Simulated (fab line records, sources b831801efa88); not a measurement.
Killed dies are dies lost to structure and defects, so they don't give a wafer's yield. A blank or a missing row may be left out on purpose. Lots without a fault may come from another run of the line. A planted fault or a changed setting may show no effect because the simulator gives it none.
fab line records | flow sky130 | part 1 of 2: steps 1 to 26 of 34
record lots=5 wafers=15 last_day=49
route steps=708 shown LDD_LDN@291 SPACER@304 POLY_CUT@307 SD_P@320
lots that met no fault: from a run of the same line without faults
start_h: hours from the record's first day to the start of the lot's first wafer shown | wait_h: hours since the lot's step before | " the same as in the row above | L1.1+2: a row that stands for several wafers | - no value, or no start given | * or withheld: withheld | < > ~ a bound
route shown NAME@n: a module of which the file shows steps, and the number in the route of the first | usual: mean/standard deviation of fault-free wafers | same: alike in all rows | chamber/n: place in a boat | sites: the reading at each site | _std_site: their standard deviation | _edge_site: outer sites' mean less inner sites' | radius_mm: how far each site lies from the wafer's centre | mask NAME#n: copy n | behind: the tool/chamber that last shaped the wafer | hold: why the lot was held/for how many hours/how that ended | device: the transistor (n, p or np) that didn't switch | end of line: the same wafers' tests at the end of the route | a step without rows: its recipe alone | killed: dies lost to structure and defects at the first sort, not the wafer's yield | map: a wafer's dies, x killed, . not, _ none there
set.NAME: the setting as run; set.NAME@STEP: as run at that earlier step | model.NAME: the simulator's own value behind a step, which no gauge read
lots at some steps of the route; a table a step, a row a wafer
services: from which hour (start_h, from the record's first day; less than 0 if before it) a tool's chamber was out of use, for how many hours, and why
## steps
# step SKY_LDD_LDN_COAT_02
# recipe resist=NOVOLAK spin_rpm=3000 resist_thk_nm=1140
# usual chill_plate_temp_C=23.02/0.094
# columns lot.wafer tool chamber start_h wait_h chill_plate_temp_C
L078.2 litho_track-02 0 545.98 0.1 23.24
L078.5 " 0 " " 22.99
L078.6 " 0 " " 22.90
L080.1 litho_track-04 0 563.03 0.1 22.92
L080.4 " 0 " " 23.00
L080.6 " 0 " " 22.93
L084.1 litho_track-04 0 598.33 0.1 22.91
L084.4 " 0 " " 22.86
L084.6 " 0 " " 22.95
L085.1 litho_track-01 0 606.54 0.1 23.07
L085.4 " 0 " " 23.03
L085.6 " 0 " " 23.08
L090.1 litho_track-02 0 676.10 0.1 22.95
L090.2 " 0 " " 23.09
L090.3 " 0 " " 22.98
# step SKY_LDD_LDN_SOFTBAKE_03
# recipe temp_c=90 time_s=60 resist=NOVOLAK
# usual chill_plate_temp_C=23.00/0.1
# columns lot.wafer tool chamber start_h wait_h chill_plate_temp_C
L078.2 litho_track-02 0 546.13 0.1 22.75
L078.5 " 0 " " 22.81
L078.6 " 0 " " 23.02
L080.1 litho_track-04 0 563.18 0.1 23.17
L080.4 " 0 " " 22.89
L080.6 " 0 " " 22.97
L084.1 litho_track-04 0 598.48 0.1 23.16
L084.4 " 0 " " 22.93
L084.6 " 0 " " 23.01
L085.1 litho_track-01 0 606.69 0.1 22.99
L085.4 " 0 " " 23.05
L085.6 " 0 " " 22.97
L090.1 litho_track-02 0 676.25 0.1 23.04
L090.2 " 0 " " 23.04
L090.3 " 0 " " 23.05
# step SKY_LDD_LDN_EXPOSE_04
# recipe mask_id=LDNTM na=0.6 source_shape=conventional sigma_outer=0.6 polarization=unpolarized target_cd_nm=700 dose_mj=140
# usual focus_offset_nm=-0.1/0.54
# columns lot.wafer tool chamber start_h wait_h mask focus_offset_nm
L078.2 iline_stepper-01 0 - - LDNTM#0 0.2
L078.5 " 0 " " LDNTM#0 -0.3
L078.6 " 0 " " LDNTM#0 -0.6
L080.1 iline_stepper-02 0 - - LDNTM#0 0.1
L080.4 " 0 " " LDNTM#0 0.8
L080.6 " 0 " " LDNTM#0 0.1
L084.1 iline_stepper-01 0 - - LDNTM#0 -1.0
L084.4 " 0 " " LDNTM#0 -1.5
L084.6 " 0 " " LDNTM#0 -1.0
L085.1 iline_stepper-02 0 - - LDNTM#0 0.4
L085.4 " 0 " " LDNTM#0 -0.3
L085.6 " 0 " " LDNTM#0 0.2
L090.1 iline_stepper-02 0 - - LDNTM#0 -0.8
L090.2 " 0 " " LDNTM#0 -0.7
L090.3 " 0 " " LDNTM#0 -1.1
# step SKY_LDD_LDN_PEB_05
# recipe temp_c=withheld time_s=* resist=NOVOLAK
# usual chill_plate_temp_C=*
# columns lot.wafer tool chamber start_h wait_h chill_plate_temp_C
L078.2 litho_track-01 0 - - *
L078.5 " 0 " " *
L078.6 " 0 " " *
L080.1 litho_track-04 0 - - *
L080.4 " 0 " " *
L080.6 " 0 " " *
L084.1 litho_track-04 0 - - *
L084.4 " 0 " " *
L084.6 " 0 " " *
L085.1 litho_track-01 0 - - *
L085.4 " 0 " " *
L085.6 " 0 " " *
L090.1 litho_track-04 0 - - *
L090.2 " 0 " " *
L090.3 " 0 " " *
# step SKY_LDD_LDN_DEVELOP_06
# recipe resist=NOVOLAK developer=TMAH develop_time_s=60 dev_temp_c=23
# usual chill_plate_temp_C=22.99/0.094 developer_temp_C=23.01/0.098
# columns lot.wafer tool chamber start_h wait_h chill_plate_temp_C developer_temp_C
L078.2 litho_track-01 0 560.87 0.1 22.97 22.96
L078.5 " 0 " " 22.99 22.95
L078.6 " 0 " " 23.00 22.83
L080.1 litho_track-04 0 577.93 0.1 22.99 23.03
L080.4 " 0 " " 23.15 23.16
L080.6 " 0 " " 23.00 23.03
L084.1 litho_track-04 0 613.78 0.1 23.11 22.82
L084.4 " 0 " " 22.91 23.02
L084.6 " 0 " " 23.01 22.89
L085.1 litho_track-01 0 621.09 0.1 22.94 23.11
L085.4 " 0 " " 23.02 22.98
L085.6 " 0 " " 23.11 23.19
L090.1 litho_track-04 0 689.48 0.1 22.93 22.93
L090.2 " 0 " " 22.74 23.15
L090.3 " 0 " " 22.93 23.14
# step SKY_LDD_LDN_OVL_MEAS_07
# usual LDD_LDN_OVL=0.8/1.4
# columns lot.wafer tool chamber start_h wait_h LDD_LDN_OVL[nm]
L078.2 overlay-02 - 561.00 0.1 1.2
L078.5 " - " " 0.9
L078.6 " - " " 0.5
L080.1 overlay-01 - 578.08 0.1 0.0
L080.4 " - " " 1.2
L080.6 " - " " -0.7
L084.1 overlay-01 - 613.93 0.1 -0.6
L084.4 " - " " -1.9
L084.6 " - " " -2.3
L085.1 overlay-01 - 621.24 0.1 1.7
L085.4 " - " " 2.1
L085.6 " - " " 1.8
L090.1 overlay-02 - 689.63 0.1 1.5
L090.2 " - " " 0.3
L090.3 " - " " -0.3
# step SKY_LDD_LDN_IMPLANT_08
# recipe species=As energy_kev=15 dose_cm2=1.25e+13 tilt_deg=withheld rotation_deg=23
# columns lot.wafer tool chamber start_h wait_h
L078.2+5+6 implanter-04 0 561.06 0.0
L080.1+4+6 implanter-01 0 578.12 0.0
L084.1+4+6 implanter-01 0 613.97 0.0
L085.1+4+6 implanter-03 0 621.28 0.0
L090.1+2+3 implanter-03 0 689.67 0.0
# step SKY_LDD_LDN_IMPLANT_09
# recipe species=As energy_kev=15 dose_cm2=1.25e+13 tilt_deg=withheld rotation_deg=113
# columns lot.wafer tool chamber start_h wait_h
L078.2+5+6 implanter-04 0 561.21 0.1
L080.1+4+6 implanter-01 0 578.27 0.1
L084.1+4+6 implanter-01 0 614.12 0.1
L085.1+4+6 implanter-03 0 621.43 0.1
L090.1+2+3 implanter-03 0 689.82 0.1
# step SKY_LDD_LDN_IMPLANT_10
# recipe species=As energy_kev=15 dose_cm2=1.25e+13 tilt_deg=withheld rotation_deg=203
# columns lot.wafer tool chamber start_h wait_h
L078.2+5+6 implanter-04 0 561.36 0.1
L080.1+4+6 implanter-01 0 578.42 0.1
L084.1+4+6 implanter-01 0 614.27 0.1
L085.1+4+6 implanter-03 0 621.58 0.1
L090.1+2+3 implanter-03 0 689.97 0.1
# step SKY_LDD_LDN_IMPLANT_11
# recipe species=As energy_kev=15 dose_cm2=1.25e+13 tilt_deg=withheld rotation_deg=293
# columns lot.wafer tool chamber start_h wait_h
L078.2+5+6 implanter-04 0 561.51 0.1
L080.1+4+6 implanter-01 0 578.57 0.1
L084.1+4+6 implanter-01 0 614.42 0.1
L085.1+4+6 implanter-03 0 621.73 0.1
L090.1+2+3 implanter-03 0 690.12 0.1
# step SKY_LDD_LDN_STRIP_12
# recipe chemistry=O2/N2 power_w=1400 pressure_mtorr=1500 platen_temp_c=withheld o2_flow_sccm=3000 n2_flow_sccm=300 overash_fraction=0.5
# usual drypump_motor_current_A=5.52/0.23 oes_product_au=0.716/0.0047 strip_time_to_endpoint_s=14.19/0.031
# columns lot.wafer tool chamber start_h wait_h drypump_motor_current_A oes_product_au rf_hours_counter_h strip_time_to_endpoint_s
L078.2 plasma_asher-03 1 561.63 0.1 5.94 0.714 77 14.16
L078.5 " 0 " " 5.44 0.719 - 14.15
L078.6 " 1 " " 5.95 0.724 - 14.12
L080.1 plasma_asher-01 0 578.72 0.1 5.48 0.716 15 14.18
L080.4 " 1 " " 5.29 0.716 - 14.16
L080.6 " 0 " " 5.46 0.715 - 14.18
L084.1 plasma_asher-04 1 614.57 0.1 5.41 0.713 89 14.28
L084.4 " 0 " " 5.69 0.716 - 14.27
L084.6 " 0 " " 5.68 0.722 - 14.22
L085.1 plasma_asher-03 1 621.88 0.1 5.95 0.708 84 14.25
L085.4 " 0 " " 5.44 0.710 - 14.22
L085.6 " 0 " " 5.44 0.707 - 14.15
L090.1 plasma_asher-03 1 690.27 0.1 5.95 0.716 90 14.15
L090.2 " 0 " " 5.42 0.716 90 14.17
L090.3 " 1 " " 5.95 0.720 - 14.19
# step SKY_LDD_LDN_TW_MEAS_13
# usual LDD_LDN_TW=1479/7
# columns lot.wafer tool chamber start_h wait_h LDD_LDN_TW
L078.2 film_metro-04 - 561.74 0.1 1480
L078.5 " - " " 1477
L078.6 " - " " 1480
L080.1 film_metro-03 - 578.82 0.1 1475
L080.4 " - " " 1475
L080.6 " - " " 1480
L084.1 film_metro-04 - 614.67 0.1 1480
L084.4 " - " " 1479
L084.6 " - " " 1479
L085.1 film_metro-03 - 621.98 0.1 1454
L085.4 " - " " 1473
L085.6 " - " " 1464
L090.1 film_metro-01 - 690.37 0.1 1484
L090.2 " - " " 1483
L090.3 " - " " 1483
# step SKY_LDD_LDN_CLEAN_14
# recipe chemistry=SC1/SC2 mix=1:4:20 temp_c=70 time_s=150 dry=n2_spin
# columns lot.wafer tool chamber start_h wait_h
L078.2+5+6 wet_bench-02 0 561.79 0.0
L080.1+4+6 wet_bench-03 0 578.88 0.1
L084.1+4+6 wet_bench-02 3 614.73 0.1
L085.1+4+6 wet_bench-03 1 622.04 0.1
L090.1+2+3 wet_bench-02 3 690.43 0.1
# step SKY_SPACER_CVD_00
# recipe material=Si3N4 precursor=DCS/NH3 target_thk_nm=43.1 temp_c=770 time_s=740 pressure_mtorr=250
# usual spike_tc_upper_C=769.5/1
# columns lot.wafer tool chamber start_h wait_h spike_tc_upper_C
L078.2 lpcvd-02 0 561.84 0.0 770.2
L078.5 " 0 " " 768.9
L078.6 " 0 " " 769.5
L080.1 lpcvd-02 0 578.93 0.0 770.5
L080.4 " 0 " " 770.2
L080.6 " 0 " " 770.3
L084.1 lpcvd-02 1 615.64 0.9 768.4
L084.4 " 1 " " 769.3
L084.6 " 1 " " 768.6
L085.1 lpcvd-02 1 622.97 0.9 767.0
L085.4 " 1 " " 770.2
L085.6 " 1 " " 767.9
L090.1 lpcvd-02 0 692.01 1.5 766.6
L090.2 " 0 " " 769.5
L090.3 " 0 " " 769.2
# step SKY_SPACER_THK_MEAS_01
# recipe reads=Si3N4_of_SPACER_CVD_00
# usual SPACER_CVD_00_THK=43.1/0.42
# columns lot.wafer tool chamber start_h wait_h SPACER_CVD_00_THK[nm]
L078.2 film_metro-04 - 563.06 0.0 43.6
L078.5 " - " " 43.6
L078.6 " - " " 43.5
L080.1 film_metro-04 - 580.13 0.0 43.7
L080.4 " - " " 43.5
L080.6 " - " " 43.7
L084.1 film_metro-01 - 616.85 0.0 42.6
L084.4 " - " " 42.9
L084.6 " - " " 42.5
L085.1 film_metro-02 - 624.17 0.0 43.0
L085.4 " - " " 43.0
L085.6 " - " " 42.8
L090.1 film_metro-01 - 693.22 0.0 43.1
L090.2 " - " " 43.4
L090.3 " - " " 43.2
# step SKY_SPACER_ETCHBACK_02
# recipe chemistry=CH3F/O2 target=Si3N4 stop_on=SiO2 source_w=400 bias_w=80 pressure_mtorr=25 ch3f_flow_sccm=40 O2_flow_sccm=30 time_s=46.7 target_depth_a=450
# usual ch3f_flow_sccm=40.01/0.12 drypump_motor_current_A=5.5/0.44 oes_product_au=0.855/0.006 throttle_valve_pct=10.563/0.0086
# columns lot.wafer tool chamber start_h wait_h ch3f_flow_sccm drypump_motor_current_A oes_product_au rf_hours_counter_h throttle_valve_pct
L078.2 rie_diel-01 1 563.11 0.0 39.98 6.4 0.858 11 10.549
L078.5 " 3 " " 39.96 5.6 0.858 - 10.564
L078.6 " 0 " " 40.06 5.8 0.854 - 10.568
L080.1 rie_diel-03 0 580.19 0.1 40.02 5.2 0.849 16 10.556
L080.4 " 3 " " 40.15 5.3 0.855 16 10.568
L080.6 " 3 " " 40.15 5.3 0.861 - 10.586
L084.1 rie_diel-03 3 616.91 0.1 39.98 5.3 0.847 17 10.554
L084.4 " 2 " " 40.13 5.1 0.861 70 10.568
L084.6 " 2 " " 40.02 5.1 0.858 - 10.557
L085.1 rie_diel-01 3 624.23 0.1 39.99 5.6 0.853 4 10.566
L085.4 " 0 " " 40.13 5.9 0.849 37 10.576
L085.6 " 2 " " 39.95 6.6 0.846 - 10.549
L090.1 rie_diel-03 0 693.28 0.1 40.22 5.2 0.850 19 10.566
L090.2 " 3 " " 39.98 5.3 0.854 19 10.556
L090.3 " 2 " " 40.04 5.1 0.857 1 10.564
# step SKY_POLY_CUT_DEHYDRATE_00
# recipe temp_c=200 time_s=60
# usual chill_plate_temp_C=23.03/0.1
# columns lot.wafer tool chamber start_h wait_h chill_plate_temp_C
L078.2 litho_track-02 0 577.68 14.6 23.15
L078.5 " 0 " " 22.97
L078.6 " 0 " " 22.99
L080.1 litho_track-03 0 594.20 14.0 22.98
L080.4 " 0 " " 23.05
L080.6 " 0 " " 23.01
L084.1 litho_track-03 0 630.70 13.8 22.87
L084.4 " 0 " " 22.96
L084.6 " 0 " " 22.99
L085.1 litho_track-03 0 638.35 14.1 23.07
L085.4 " 0 " " 23.09
L085.6 " 0 " " 22.98
L090.1 litho_track-03 0 707.00 13.7 22.79
L090.2 " 0 " " 22.92
L090.3 " 0 " " 22.94
# step SKY_POLY_CUT_HMDS_01
# recipe prime_time_s=60 prime_temp_c=120
# usual chill_plate_temp_C=22.99/0.12
# columns lot.wafer tool chamber start_h wait_h chill_plate_temp_C
L078.2 litho_track-02 0 577.83 0.1 22.94
L078.5 " 0 " " 23.00
L078.6 " 0 " " 23.03
L080.1 litho_track-03 0 594.35 0.1 23.18
L080.4 " 0 " " 23.06
L080.6 " 0 " " 23.12
L084.1 litho_track-03 0 630.85 0.1 23.18
L084.4 " 0 " " 22.85
L084.6 " 0 " " 23.00
L085.1 litho_track-03 0 638.50 0.1 22.83
L085.4 " 0 " " 22.88
L085.6 " 0 " " 22.89
L090.1 litho_track-03 0 707.15 0.1 22.95
L090.2 " 0 " " 23.02
L090.3 " 0 " " 22.98
# step SKY_POLY_CUT_COAT_02
# recipe resist=BARC temp_c=withheld time_s=withheld spin_rpm=3000 resist_thk_nm=60
# usual chill_plate_temp_C=*
# columns lot.wafer tool chamber start_h wait_h chill_plate_temp_C
L078.2 litho_track-02 0 577.98 0.1 *
L078.5 " 0 " " *
L078.6 " 0 " " *
L080.1 litho_track-03 0 594.50 0.1 *
L080.4 " 0 " " *
L080.6 " 0 " " *
L084.1 litho_track-03 0 631.00 0.1 *
L084.4 " 0 " " *
L084.6 " 0 " " *
L085.1 litho_track-03 0 638.65 0.1 *
L085.4 " 0 " " *
L085.6 " 0 " " *
L090.1 litho_track-03 0 707.30 0.1 *
L090.2 " 0 " " *
L090.3 " 0 " " *
# step SKY_POLY_CUT_COAT_03
# recipe resist=KrF-thick spin_rpm=3000 resist_thk_nm=450
# usual chill_plate_temp_C=23.01/0.096
# columns lot.wafer tool chamber start_h wait_h chill_plate_temp_C
L078.2 litho_track-02 0 - - 22.92
L078.5 " 0 " " 22.96
L078.6 " 0 " " 23.03
L080.1 litho_track-03 0 - - 22.93
L080.4 " 0 " " 23.01
L080.6 " 0 " " 23.00
L084.1 litho_track-03 0 - - 23.12
L084.4 " 0 " " 22.94
L084.6 " 0 " " 22.99
L085.1 litho_track-03 0 - - 22.96
L085.4 " 0 " " 23.07
L085.6 " 0 " " 23.09
L090.1 litho_track-03 0 - - 23.10
L090.2 " 0 " " 23.13
L090.3 " 0 " " 23.02
# step SKY_POLY_CUT_SOFTBAKE_04
# recipe temp_c=100 time_s=90 resist=KrF-thick
# usual chill_plate_temp_C=23.01/0.095
# columns lot.wafer tool chamber start_h wait_h chill_plate_temp_C
L078.2 litho_track-02 0 - - 22.98
L078.5 " 0 " " 22.86
L078.6 " 0 " " 23.02
L080.1 litho_track-03 0 - - 23.01
L080.4 " 0 " " 22.77
L080.6 " 0 " " 22.99
L084.1 litho_track-03 0 - - 23.01
L084.4 " 0 " " 23.02
L084.6 " 0 " " 23.06
L085.1 litho_track-03 0 - - 23.06
L085.4 " 0 " " 23.11
L085.6 " 0 " " 23.03
L090.1 litho_track-03 0 - - 23.03
L090.2 " 0 " " 23.00
L090.3 " 0 " " 23.03
# step SKY_POLY_CUT_EXPOSE_05
# recipe mask_id=NPCM na=0.8 source_shape=annular sigma_inner=0.55 sigma_outer=0.85 target_cd_nm=270 dose_mj=32
# usual focus_offset_nm=-0.1/0.58
# columns lot.wafer tool chamber start_h wait_h mask focus_offset_nm
L078.2 krf_scanner-02 0 - - NPCM#0 -1.3
L078.5 " 0 " " NPCM#0 -0.8
L078.6 " 0 " " NPCM#0 -0.4
L080.1 krf_scanner-01 0 - - NPCM#0 -0.3
L080.4 " 0 " " NPCM#0 -0.4
L080.6 " 0 " " NPCM#0 -0.4
L084.1 krf_scanner-02 0 - - NPCM#0 0.0
L084.4 " 0 " " NPCM#0 0.3
L084.6 " 0 " " NPCM#0 -0.3
L085.1 krf_scanner-02 0 - - NPCM#0 0.4
L085.4 " 0 " " NPCM#0 0.4
L085.6 " 0 " " NPCM#0 0.5
L090.1 krf_scanner-02 0 - - NPCM#0 1.3
L090.2 " 0 " " NPCM#0 0.4
L090.3 " 0 " " NPCM#0 1.2
# step SKY_POLY_CUT_PEB_06
# recipe peb_temp_c=withheld peb_time_s=withheld resist=KrF-thick
# usual chill_plate_temp_C=*
# columns lot.wafer tool chamber start_h wait_h chill_plate_temp_C
L078.2 litho_track-02 0 - - *
L078.5 " 0 " " *
L078.6 " 0 " " *
L080.1 litho_track-02 0 - - *
L080.4 " 0 " " *
L080.6 " 0 " " *
L084.1 litho_track-03 0 - - *
L084.4 " 0 " " *
L084.6 " 0 " " *
L085.1 litho_track-04 0 - - *
L085.4 " 0 " " *
L085.6 " 0 " " *
L090.1 litho_track-02 0 - - *
L090.2 " 0 " " *
L090.3 " 0 " " *
# step SKY_POLY_CUT_DEVELOP_07
# recipe develop_time_s=60 resist=KrF-thick dev_temp_c=21
# usual chill_plate_temp_C=23.00/0.12 developer_temp_C=20.99/0.11
# columns lot.wafer tool chamber start_h wait_h chill_plate_temp_C developer_temp_C
L078.2 litho_track-02 0 - - 22.75 20.96
L078.5 " 0 " " 22.83 21.04
L078.6 " 0 " " 22.91 20.96
L080.1 litho_track-02 0 - - 23.02 20.92
L080.4 " 0 " " 22.95 20.94
L080.6 " 0 " " 22.99 21.02
L084.1 litho_track-03 0 - - 23.00 20.96
L084.4 " 0 " " 23.18 20.91
L084.6 " 0 " " 23.16 20.96
L085.1 litho_track-04 0 - - 23.14 20.88
L085.4 " 0 " " 23.26 20.95
L085.6 " 0 " " 23.17 20.90
L090.1 litho_track-02 0 - - 22.98 20.74
L090.2 " 0 " " 22.94 20.89
L090.3 " 0 " " 22.81 20.91
# step SKY_POLY_CUT_CD_MEAS_08
# recipe target_cd_nm=270
# usual cd_nm=269.8/1.4
# columns lot.wafer tool chamber start_h wait_h cd_nm
L078.2 cd_sem-02 - 593.07 - 270.2
L078.5 " - " " 269.8
L078.6 " - " " 267.2
L080.1 cd_sem-02 - 609.70 - 269.0
L080.4 " - " " 270.2
L080.6 " - " " 271.3
L084.1 cd_sem-01 - 646.35 - 271.6
L084.4 " - " " 272.5
L084.6 " - " " 271.1
L085.1 cd_sem-02 - 653.08 - 271.0
L085.4 " - " " 269.6
L085.6 " - " " 272.3
L090.1 cd_sem-02 - 720.90 - 271.1
L090.2 " - " " 270.0
L090.3 " - " " 271.8
# step SKY_POLY_CUT_OVL_MEAS_09
# usual POLY_CUT_OVL=-5/6.8
# columns lot.wafer tool chamber start_h wait_h POLY_CUT_OVL[nm]
L078.2 overlay-01 - 593.18 0.1 -9
L078.5 " - " " -4
L078.6 " - " " -7
L080.1 overlay-02 - 609.82 0.1 3
L080.4 " - " " 0
L080.6 " - " " 4
L084.1 overlay-02 - 646.47 0.1 -3
L084.4 " - " " 2
L084.6 " - " " 6
L085.1 overlay-02 - 653.20 0.1 -8
L085.4 " - " " 0
L085.6 " - " " -4
L090.1 overlay-01 - 721.02 0.1 -7
L090.2 " - " " -2
L090.3 " - " " -7
